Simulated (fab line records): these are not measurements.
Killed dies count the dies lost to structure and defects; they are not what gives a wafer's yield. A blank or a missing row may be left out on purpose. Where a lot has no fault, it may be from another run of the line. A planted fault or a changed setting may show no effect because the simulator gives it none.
Chamber matching -- flow sky130 -- cmp-02 running SKY_VIA3_CMP_24: 4 sister chambers
The step polishes, stops on SiO2, t overpolish 20 s, target thk 0 nm. 8 wafers are shown with their chamber, then 11 later ones without.

## WAFERS PAIRED WITH THEIR CHAMBERS
wafer,chamber,motorCurrentA (A),headPressurePsi (psi)
L083.4,1,12.5,3.508
L084.2,3,11.2,3.497
L084.5,0,11.4,3.479
L084.6,1,12.0,3.506
L087.1,3,11.1,3.508
L087.2,2,12.1,3.503
L087.5,2,11.7,3.503
L088.1,0,11.5,3.495

## WAFERS WITHOUT THEIR CHAMBER
wafer,motorCurrentA (A),headPressurePsi (psi)
L088.3,11.9,3.503
L088.5,12.4,3.498
L090.1,11.3,3.517
L090.2,11.9,3.504
L090.3,13.1,3.496
L094.1,10.9,3.495
L094.3,11.2,3.505
L094.5,12.4,3.497
L097.2,13.3,3.497
L097.3,11.1,3.504
L097.5,11.7,3.494

## THE CHAMBER EACH PASSED THROUGH
wafer,from the rows above,in truth
L088.3,can't be placed: 2 or 1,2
L088.5,can't be placed: 1 or 2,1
L090.1,can't be placed: 3 or 2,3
L090.2,can't be placed: 2 or 1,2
L090.3,can't be placed: 1 or 2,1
L094.1,can't be placed: 3 or 0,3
L094.3,3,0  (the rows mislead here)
L094.5,can't be placed: 1 or 2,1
L097.2,can't be placed: 1 or 2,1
L097.3,3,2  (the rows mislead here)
L097.5,can't be placed: 0 or 2 or 3 or 1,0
Placed correctly: 0 of 11. Can't be placed from these rows: 9 (the true chamber is among the candidates in 9). Number placed wrongly: 2.
How it was worked out, from the rows above alone: a wafer's distance from a chamber is the root of the sum, over the readings, of the square of ((its reading less the chamber's mean) divided by the reading's scatter). If the next closest chamber is less than 2 further off than the closest, the wafer can't be placed; otherwise it belongs to the closest. A chamber's mean is the mean of its shown wafers. How the scatter is found: for the shown wafers, subtract from each reading the mean of its chamber, square and add these, divide the total by (wafers less chambers), then take the root.
